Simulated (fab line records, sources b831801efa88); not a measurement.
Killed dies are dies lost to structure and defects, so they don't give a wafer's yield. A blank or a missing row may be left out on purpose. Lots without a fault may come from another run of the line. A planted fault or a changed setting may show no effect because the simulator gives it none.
Which tool did it? | flow sky130 | 11 lots, 33 wafers sampled, at 3 steps of a route of 708

WHAT THE GAUGES READ, wafer by wafer
SKY_CAP2M_THK_MEAS_01.
lot  | measured     | on            | CAP2M_CVD_00_THK (nm)
L223 | day 40 04:51 | film_metro-03 | 15.58 15.42 15.64
L225 | day 41 04:11 | film_metro-04 | 15.08 15.44 15.71
L227 | day 41 13:14 | film_metro-04 | 15.45 15.60 15.69
L233 | day 43 11:16 | film_metro-02 | 15.00 15.18 15.39
L234 | day 43 13:26 | film_metro-02 | 15.56 15.94 15.61
L236 | day 44 04:12 | film_metro-02 | 15.24 15.05 15.48
L238 | day 44 17:11 | film_metro-02 | 15.36 15.38 15.31
L239 | day 45 05:12 | film_metro-02 | 15.32 15.03 15.76
L240 | day 45 09:14 | film_metro-04 | 15.46 15.41 15.86
L242 | day 45 17:13 | film_metro-02 | 15.09 15.47 15.78
L243 | day 46 01:13 | film_metro-02 | 15.22 15.46 15.73

WHICH TOOL RAN EACH LOT (tool, then ch and the chambers of the sampled wafers, then the start)
lot  | SKY_METAL4_SPUTTER_02        | SKY_METAL4_SPUTTER_04
L223 | pvd_sputter-01, day 40 04:43 | pvd_sputter-01, day 40 04:47
L225 | pvd_sputter-01, day 41 04:03 | pvd_sputter-01, day 41 04:06
L227 | pvd_sputter-01, day 41 13:05 | pvd_sputter-01, day 41 13:08
L233 | pvd_sputter-03, day 43 11:08 | pvd_sputter-03, day 43 11:11
L234 | pvd_sputter-02, day 43 13:19 | pvd_sputter-02, day 43 13:22
L236 | pvd_sputter-01, day 44 04:04 | pvd_sputter-01, day 44 04:08
L238 | pvd_sputter-01, day 44 17:04 | pvd_sputter-01, day 44 17:07
L239 | pvd_sputter-02, day 45 05:04 | pvd_sputter-02, day 45 05:07
L240 | pvd_sputter-03, day 45 09:06 | pvd_sputter-03, day 45 09:10
L242 | pvd_sputter-03, day 45 17:04 | pvd_sputter-03, day 45 17:08
L243 | pvd_sputter-01, day 46 01:04 | pvd_sputter-01, day 46 01:08
- SKY_METAL4_SPUTTER_02: material AlCu, target thk 735 nm, time 39.1 s.
- SKY_METAL4_SPUTTER_04: material TiN, target thk 70 nm, time 58.3 s.

THE ANSWER, worked out from the rows above alone
Rule: what is usual is taken from the lots themselves. Put in order of their means at a reading, lots are off if they are a third of the lots or fewer, leave a main group of 4 or more, and stand apart from it by a gap of 3 or more times the standard deviation of the main group's means; of several such gaps the widest counts. A main group whose means are all the same, to the digits that the tables above print for the reading, isn't used. A lot without any number at a reading at which 4 lots or more have one is off too. The other lots that the step has rows for count as sound.
No lot is off at any reading shown: from this, nothing can be told.

WHAT THE SIMULATOR HAD PUT IN
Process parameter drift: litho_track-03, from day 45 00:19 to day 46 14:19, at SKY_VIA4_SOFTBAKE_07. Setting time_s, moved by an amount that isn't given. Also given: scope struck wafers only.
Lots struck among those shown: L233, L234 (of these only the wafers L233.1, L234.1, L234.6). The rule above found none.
